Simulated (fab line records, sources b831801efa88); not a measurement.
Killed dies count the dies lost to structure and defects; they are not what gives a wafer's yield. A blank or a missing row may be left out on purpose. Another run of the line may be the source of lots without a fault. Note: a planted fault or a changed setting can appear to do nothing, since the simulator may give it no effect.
Commonality check across tools | flow gf180mcu | 8 lots, 33 wafers sampled

== REASON FOR OPENING ==
Of 8 lots, 3 have the reading PSD_TW flagged at GF_PSD_TW_MEAS_11. No-fault wafers: 3204, standard deviation 31.
Rule: flag the lot when none of its wafers has a number, or when each of its wafers that has one lies beyond 4 standard deviations from that mean. The other lots count as sound.

lot  | measured     | on            | PSD_TW, wafer by wafer        | flag
L316 | day 14 05:18 | film_metro-04 | 3247 3252 3214                |
L317 | day 14 10:35 | film_metro-04 | 3210 3233 3235                |
L318 | day 14 22:02 | film_metro-04 | 3232 3245 3245                |
L319 | day 15 08:23 | film_metro-03 | 3184 3183 3165                |
L321 | day 16 02:01 | film_metro-02 | 3152 3146 3169                |
L325 | day 17 06:17 | film_metro-04 | 3726 3733 3737 3755 3743 3746 | FLAGGED
L326 | day 17 18:44 | film_metro-03 | 3652 3642 3650 3657 3651 3648 | FLAGGED
L327 | day 18 00:24 | film_metro-03 | 3667 3664 3653 3675 3632 3661 | FLAGGED
Average over the flagged lots: 3683; offset from the usual +479, equal to +15 standard deviations.

== WHICH TOOL EACH LOT WENT THROUGH ==
Before the reading, the record contains 2 process steps out of a 602-step route. Read each cell as the tool, then ch plus the chambers that the sampled wafers visited, then the start.
lot  | flag    | GF_HV_LDD_STRIP_10                   | GF_PSD_IMPLANT_09
L316 |         | plasma_asher-03 ch 0,1, day 10 02:16 | implanter-03 ch 0, day 14 05:03
L317 |         | plasma_asher-02 ch 0,1, day 10 06:59 | implanter-03 ch 0, day 14 10:20
L318 |         | plasma_asher-04 ch 0,1, day 10 17:04 | implanter-02 ch 0, day 14 21:47
L319 |         | plasma_asher-03 ch 0,1, day 10 21:33 | implanter-04 ch 0, day 15 08:11
L321 |         | plasma_asher-02 ch 1, day 11 16:42   | implanter-04 ch 0, day 16 01:47
L325 | FLAGGED | plasma_asher-02 ch 0,1, day 12 17:23 | implanter-03 ch 0, day 17 06:02
L326 | FLAGGED | plasma_asher-02 ch 0,1, day 13 04:51 | implanter-03 ch 0, day 17 18:31
L327 | FLAGGED | plasma_asher-03 ch 0,1, day 13 09:48 | implanter-04 ch 0, day 18 00:11
These steps, and what they do:
- GF_HV_LDD_STRIP_10: strips in O2/N2.
- GF_PSD_IMPLANT_09
- GF_PSD_TW_MEAS_11

== FLAGGED AGAINST TOTAL, ONE TOOL AT A TIME (gauges that did the reading follow at the end) ==
step               | tool            | lots run | flagged | share of the flagged lots | sound lots run after its first flagged lot
GF_HV_LDD_STRIP_10 | plasma_asher-02 | 4        | 2       | some                      | 0
GF_HV_LDD_STRIP_10 | plasma_asher-03 | 3        | 1       | some                      | 0
GF_HV_LDD_STRIP_10 | plasma_asher-04 | 1        | 0       | none                      | -
GF_PSD_IMPLANT_09  | implanter-02    | 1        | 0       | none                      | -
GF_PSD_IMPLANT_09  | implanter-03    | 4        | 2       | some                      | 0
GF_PSD_IMPLANT_09  | implanter-04    | 3        | 1       | some                      | 0
GF_PSD_TW_MEAS_11  | film_metro-02   | 1        | 0       | none                      | -
GF_PSD_TW_MEAS_11  | film_metro-03   | 3        | 2       | some                      | 0
GF_PSD_TW_MEAS_11  | film_metro-04   | 4        | 1       | some                      | 0

== WHAT IS ALLOWED BY THE TABLE ==
No row of the table ran every flagged lot.

== WHAT THE SIMULATOR HAD PUT IN ==
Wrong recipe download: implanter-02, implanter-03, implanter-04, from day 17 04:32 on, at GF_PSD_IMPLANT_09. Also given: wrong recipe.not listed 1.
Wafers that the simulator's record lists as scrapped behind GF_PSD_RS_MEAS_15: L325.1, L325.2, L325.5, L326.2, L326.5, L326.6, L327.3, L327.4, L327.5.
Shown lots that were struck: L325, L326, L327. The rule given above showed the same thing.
